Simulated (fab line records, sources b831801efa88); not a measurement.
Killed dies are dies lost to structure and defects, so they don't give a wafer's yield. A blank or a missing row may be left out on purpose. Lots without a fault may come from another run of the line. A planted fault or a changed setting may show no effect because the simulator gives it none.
fab line records | flow sky130
record lots=12 wafers=34 last_day=51
route steps=708 shown METAL2@484 VIA2@521 PAD_OPEN@708
lots that met no fault: from a run of the same line without faults
start_h: hours from the record's first day to the start of the lot's first wafer shown | wait_h: hours since the lot's step before | " the same as in the row above | L1.1+2: a row that stands for several wafers | - no value, or no start given | * or withheld: withheld | < > ~ a bound
route shown NAME@n: a module of which the file shows steps, and the number in the route of the first | usual: mean/standard deviation of fault-free wafers | same: alike in all rows | chamber/n: place in a boat | sites: the reading at each site | _std_site: their standard deviation | _edge_site: outer sites' mean less inner sites' | radius_mm: how far each site lies from the wafer's centre | mask NAME#n: copy n | behind: the tool/chamber that last shaped the wafer | hold: why the lot was held/for how many hours/how that ended | device: the transistor (n, p or np) that didn't switch | end of line: the same wafers' tests at the end of the route | a step without rows: its recipe alone | killed: dies lost to structure and defects at the first sort, not the wafer's yield | map: a wafer's dies, x killed, . not, _ none there
set.NAME: the setting as run; set.NAME@STEP: as run at that earlier step | model.NAME: the simulator's own value behind a step, which no gauge read
steps of the route over a sample of lots; a table a step, a row a wafer
services: from which hour (start_h, from the record's first day; less than 0 if before it) a tool's chamber was out of use, for how many hours, and why
## steps
# step SKY_METAL2_SPUTTER_01
# recipe material=TiN target_thk_nm=20 power_w=6500 time_s=16.7 chamber_pressure_pa=0.4
# usual throttle_valve_pct=30.4/1
# columns lot.wafer tool chamber start_h wait_h throttle_valve_pct
L759.2 pvd_sputter-01 - 783.58 0.0 30.8
L759.3 " - " " 30.9
L759.5 " - " " 30.7
L761.4 pvd_sputter-02 - 804.89 0.0 29.3
L761.5 " - " " 30.0
L761.6 " - " " 29.6
L763.1 pvd_sputter-04 - 821.30 0.0 29.0
L763.3 " - " " 32.4
L763.5 " - " " 29.5
L764.1 pvd_sputter-04 - 833.08 0.0 29.3
L764.2 " - " " 30.8
L764.3 " - " " 28.9
L767.1 pvd_sputter-01 - 851.92 0.0 29.8
L767.4 " - " " 31.0
L767.5 " - " " 31.2
L766.2 pvd_sputter-04 - 853.31 0.0 29.3
L766.3 " - " " 32.8
L766.6 " - " " 32.4
L765.3 pvd_sputter-01 - 854.22 0.0 30.5
L765.5 " - " " 30.3
L765.6 " - " " 31.1
L770.4 pvd_sputter-02 - 877.71 0.0 30.1
L770.6 " - " " 30.1
L772.1 pvd_sputter-02 - 889.08 0.0 30.0
L772.2 " - " " 29.8
L779.1 pvd_sputter-01 - 935.77 0.0 31.3
L779.3 " - " " 29.9
L779.5 " - " " 31.1
L781.1 pvd_sputter-01 - 952.71 0.0 30.1
L781.2 " - " " 31.0
L781.5 " - " " 29.8
L782.2 pvd_sputter-04 - 990.17 0.0 29.2
L782.3 " - " " 30.8
L782.5 " - " " 32.7
# step SKY_METAL2_DESCUM_17
# recipe chemistry=O2 source_power_w=150 bias_power_w=0 pressure_mtorr=10 temp_c=40 time_s=8
# usual drypump_motor_current_A=5.5/0.48 oes_product_au=1.003/0.0096 temp_c=40.02/0.12
# columns lot.wafer tool chamber start_h wait_h drypump_motor_current_A oes_product_au rf_hours_counter_h temp_c
L759.2 rie_metal-03 0 810.37 0.0 5.1 0.992 - 40.13
L759.3 " 0 " " 5.0 0.992 - 39.98
L759.5 " 0 " " 5.1 0.996 - 40.00
L761.4 rie_metal-03 0 832.17 0.0 5.0 1.009 - 40.10
L761.5 " 0 " " 5.0 0.991 - 40.03
L761.6 " 1 " " 5.5 0.990 - 39.97
L763.1 rie_metal-02 1 847.51 0.0 5.1 1.004 4 40.04
L763.3 " 0 " " 5.3 0.988 - 40.15
L763.5 " 0 " " 5.3 0.995 - 39.98
L764.1 rie_metal-04 0 859.31 0.0 6.1 1.014 6 39.95
L764.2 " 1 " " 6.3 1.008 16 40.04
L764.3 " 0 " " 6.1 1.012 - 39.88
L767.1 rie_metal-02 0 878.06 0.0 5.3 1.001 7 39.92
L767.4 " 0 " " 5.3 0.994 - 40.03
L767.5 " 1 " " 5.1 1.014 - 40.02
L766.2 rie_metal-03 1 879.08 0.0 5.5 0.986 3 39.81
L766.3 " 0 " " 5.0 1.004 - 40.11
L766.6 " 0 " " 5.0 0.995 - 39.96
L765.3 rie_metal-04 0 879.88 0.0 6.1 1.014 - 39.93
L765.5 " 0 " " 6.1 1.011 - 39.86
L765.6 " 0 " " 6.1 0.997 - 39.82
L770.4 rie_metal-04 1 903.27 0.0 6.3 1.005 - 40.04
L770.6 " 1 " " 6.3 1.004 - 40.12
L772.1 rie_metal-04 0 914.61 0.0 6.1 1.006 9 40.06
L772.2 " 1 " " 6.3 1.011 1 40.18
L779.1 rie_metal-02 0 959.58 0.0 5.3 0.992 11 40.13
L779.3 " 0 " " 5.3 1.002 - 40.13
L779.5 " 0 " " 5.3 0.999 - 40.04
L781.1 rie_metal-02 0 972.81 0.0 5.3 0.997 12 40.07
L781.2 " 1 " " 5.1 0.995 10 40.00
L781.5 " 0 " " 5.3 0.996 - 40.04
L782.2 rie_metal-02 1 1013.42 0.0 5.1 1.004 12 39.95
L782.3 " 1 " " 5.1 1.009 - 40.18
L782.5 " 0 " " 5.3 0.999 - 39.86
# step SKY_VIA2_ETCH_14
# recipe chemistry=N2/H2 target=BARC ion_energy_ev=200 source_w=500 bias_w=100 pressure_mtorr=30 n2_flow_sccm=100 h2_flow_sccm=200 stop_on=SiO2 time_s=45.9 target_depth_a=600
# usual drypump_motor_current_A=5.9/0.35 h2_flow_sccm=200.1/0.56 oes_product_au=0.855/0.0049 run_length_s=74.3/0.39 throttle_valve_pct=13.226/0.0097
# columns lot.wafer tool chamber start_h wait_h drypump_motor_current_A h2_flow_sccm oes_product_au rf_hours_counter_h run_length_s throttle_valve_pct
L759.2 rie_diel-03 3 838.54 0.0 5.8 200.4 0.856 19 74.5 13.222
L759.3 " 0 " " 5.5 199.0 0.852 12 74.0 13.222
L759.5 " 0 " " 5.5 199.6 0.850 - 74.1 13.225
L761.4 rie_diel-03 3 859.29 0.0 5.7 199.7 0.854 19 74.5 13.221
L761.5 " 2 " " 6.0 200.4 0.855 - 74.4 13.223
L761.6 " 3 " " 5.7 200.9 0.859 - 74.9 13.214
L763.1 rie_diel-04 0 874.09 0.0 5.7 200.4 0.857 7 74.9 13.228
L763.3 " 2 " " 6.0 199.4 0.848 6 74.3 13.205
L763.5 " 2 " " 6.0 200.3 0.848 - 74.4 13.246
L764.1 rie_diel-04 2 886.36 0.0 6.0 199.2 0.857 7 74.1 13.227
L764.2 " 1 " " 6.6 199.6 0.861 9 74.3 13.225
L764.3 " 1 " " 6.6 199.3 0.852 - 74.2 13.222
L767.1 rie_diel-03 0 903.91 0.0 5.5 200.2 0.853 14 74.3 13.233
L767.4 " 1 " " 5.8 199.3 0.860 9 73.8 13.250
L767.5 " 3 " " 5.7 199.0 0.852 - 75.2 13.229
L766.2 rie_diel-03 0 905.74 0.0 5.5 199.7 0.856 14 74.8 13.238
L766.3 " 2 " " 6.0 200.6 0.856 22 74.6 13.239
L766.6 " 3 " " 5.7 200.1 0.871 - 74.9 13.222
L765.3 rie_diel-04 1 906.43 0.0 6.6 201.4 0.852 10 74.3 13.239
L765.5 " 2 " " 6.0 200.7 0.860 - 73.8 13.232
L765.6 " 0 " " 5.7 200.4 0.851 - 75.4 13.210
L770.4 rie_diel-03 1 929.79 0.0 5.8 199.9 0.880 10 72.7 13.220
L770.6 " 2 " " 6.1 199.6 0.886 - 72.8 13.242
L772.1 rie_diel-03 2 941.16 0.0 6.0 200.7 0.878 23 72.7 13.227
L772.2 " 0 " " 5.5 200.7 0.884 16 72.8 13.230
L779.1 rie_diel-04 0 991.68 0.0 5.7 200.8 0.856 10 74.7 13.230
L779.3 " 2 " " 6.0 199.6 0.857 10 74.4 13.209
L779.5 " 3 " " 6.0 200.1 0.854 - 74.2 13.223
L781.1 rie_diel-04 1 998.06 0.0 6.6 200.8 0.856 13 74.0 13.241
L781.2 " 2 " " 6.0 200.1 0.851 10 73.9 13.226
L781.5 " 2 " " 6.0 199.8 0.851 - 73.9 13.224
L782.2 rie_diel-03 2 1037.91 0.0 6.0 199.1 0.852 26 74.2 13.222
L782.3 " 0 " " 5.6 199.1 0.852 19 74.2 13.224
L782.5 " 0 " " 5.5 199.4 0.853 - 74.2 13.207
# step SKY_VIA2_RS_MEAS_22
# recipe thk_meas_gauge=four-point-probe reads=W_of_VIA2_CVD_21+TiN_of_VIA2_SPUTTER_20
# usual VIA2_W_RS=0.2866/0.0028
# columns lot.wafer tool chamber start_h wait_h VIA2_W_RS[ohm/sq]
L759.2 film_metro-04 - 839.45 0.1 0.2829
L759.3 " - " " 0.2843
L759.5 " - " " 0.2852
L761.4 film_metro-04 - 860.24 0.1 0.2884
L761.5 " - " " 0.2909
L761.6 " - " " 0.2854
L763.1 film_metro-04 - 875.01 0.1 0.2868
L763.3 " - " " 0.2880
L763.5 " - " " 0.2901
L764.1 film_metro-04 - 887.31 0.1 0.2881
L764.2 " - " " 0.2912
L764.3 " - " " 0.2893
L767.1 film_metro-04 - 904.98 0.1 0.2833
L767.4 " - " " 0.2810
L767.5 " - " " 0.2839
L766.2 film_metro-04 - 906.68 0.1 0.2844
L766.3 " - " " 0.2837
L766.6 " - " " 0.2877
L765.3 film_metro-02 - 907.37 0.1 0.2852
L765.5 " - " " 0.2806
L765.6 " - " " 0.2891
L770.4 film_metro-02 - 930.75 0.1 0.2864
L770.6 " - " " 0.2861
L772.1 film_metro-01 - 942.08 0.1 0.2861
L772.2 " - " " 0.2864
L779.1 film_metro-04 - 992.60 0.1 0.2887
L779.3 " - " " 0.2854
L779.5 " - " " 0.2879
L781.1 film_metro-02 - 999.04 0.1 0.2881
L781.2 " - " " 0.2890
L781.5 " - " " 0.2857
L782.2 film_metro-01 - 1038.82 0.1 0.2819
L782.3 " - " " 0.2853
L782.5 " - " " 0.2832
# step SKY_PAD_OPEN_PROBE_99
# usual defect_limited_yield=82.2/2 killed_at_M0_to_M3=43/6.4 killed_at_M4_up=3.2/1.8 killed_at_contacts=25/5.8 killed_at_front_end=16/4.1 killed_at_other=0.2/0.47 killed_dies=88/9.9 killed_open=47/7.3 killed_short=40/7.1 sort_bin_3_pad_short=0.9/0.41 sort_bin_5_function=10.6/1.6 sort_bin_6_memory=6.3/1.2 sort_n_pass=404/9.9 sort_yield_pct=82.2/2
# same gross_dies=492 killed_at_back_side=0 sort_bin_4_leakage[%]=0 sort_bin_8_speed[%]=0
# columns lot.wafer tool chamber start_h wait_h defect_limited_yield[%] killed_at_M0_to_M3 killed_at_M4_up killed_at_contacts killed_at_front_end killed_at_other killed_dies killed_open killed_short sort_bin_3_pad_short[%] sort_bin_5_function[%] sort_bin_6_memory[%] sort_n_pass sort_yield_pct[%]
L779.1 prober-01 - 1185.71 0.1 81.1 46 4 27 16 0 93 50 43 1.0 11.8 6.1 399 81.1
L779.3 prober-01 - 1185.81 0.2 79.9 51 2 28 18 0 99 57 41 0.8 12.0 7.3 393 79.9
L779.5 prober-01 - 1185.91 0.2 79.7 56 2 23 18 1 100 45 55 1.0 11.0 8.3 392 79.7
# killed by level:class
L779.1 CONTACT:geometric_particle:open=11 VIA1:geometric_particle:open=10 LI_CONTACT:geometric_particle:open=8 METAL2:geometric_particle:short=8 VIA2:geometric_particle:open=6 VIA3:geometric_particle:open=5 VIA2:geometric_particle:short=4 CONTACT:geometric_particle:short=4
L779.3 CONTACT:geometric_particle:open=10 METAL1:geometric_particle:short=9 LI_CONTACT:geometric_particle:open=8 VIA3:geometric_particle:open=8 VIA1:geometric_particle:open=8 VIA2:geometric_particle:open=7 CONTACT:geometric_particle:short=6 METAL2:geometric_particle:short=6
L779.5 VIA1:geometric_particle:open=15 METAL1:geometric_particle:short=10 CONTACT:geometric_particle:open=9 VIA1:geometric_particle:short=9 VIA2:geometric_particle:open=7 POLY_GATE:geometric_particle:short=6 METAL2:geometric_particle:short=6 LI_CONTACT:geometric_particle:open=5
## services
# columns tool chamber start_h hours kind
rie_metal-02 - 760.79 2.8 pm
rie_metal-03 1 766.16 9.4 repair
pvd_sputter-01 - 778.43 4.8 repair
rie_metal-03 0 817.27 5.3 repair
rie_metal-04 0 822.93 5.7 repair
rie_diel-04 3 823.03 96.4 repair
rie_diel-03 2 823.69 6.2 repair
rie_metal-04 - 825.52 2.4 repair
pvd_sputter-01 - 830.32 6.7 repair
rie_diel-04 0 838.71 7.5 repair
rie_diel-03 - 844.31 0.6 repair
pvd_sputter-01 - 848.58 1.0 repair
pvd_sputter-01 - 853.10 0.7 repair
rie_metal-04 - 869.15 0.3 repair
rie_diel-04 0 879.57 16.1 repair
pvd_sputter-01 - 882.44 2.7 repair
rie_metal-02 0 905.12 13.0 repair
rie_metal-02 1 915.07 13.8 repair
rie_diel-03 1 943.21 11.6 repair
rie_metal-02 0 944.98 5.0 repair
rie_diel-04 2 952.52 10.6 repair
rie_metal-04 0 954.30 8.3 repair
pvd_sputter-01 - 973.24 4.6 repair
pvd_sputter-04 - 998.61 2.4 repair
## key
first_sign step=SKY_VIA2_ETCH_14 reading=oes_product_au direction=up sigmas=5.6 usual=0.855 struck=0.882
effect step=SKY_VIA2_ETCH_14 reading=run_length_s direction=down sigmas=4 usual=* struck=*
met_at SKY_VIA2_ETCH_14
struck_lots L770,L772
not_acting_at SKY_METAL2_SPUTTER_01,SKY_METAL2_DESCUM_17,SKY_VIA2_RS_MEAS_22
onset_between 905.74 929.79
fault kind=process_parameter_drift tool=rie_diel-03 chamber=- onset_h=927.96 steps=SKY_VIA2_ETCH_14 channel=time_s offset=* shape=step end_h=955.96 acts_in=* stated=*
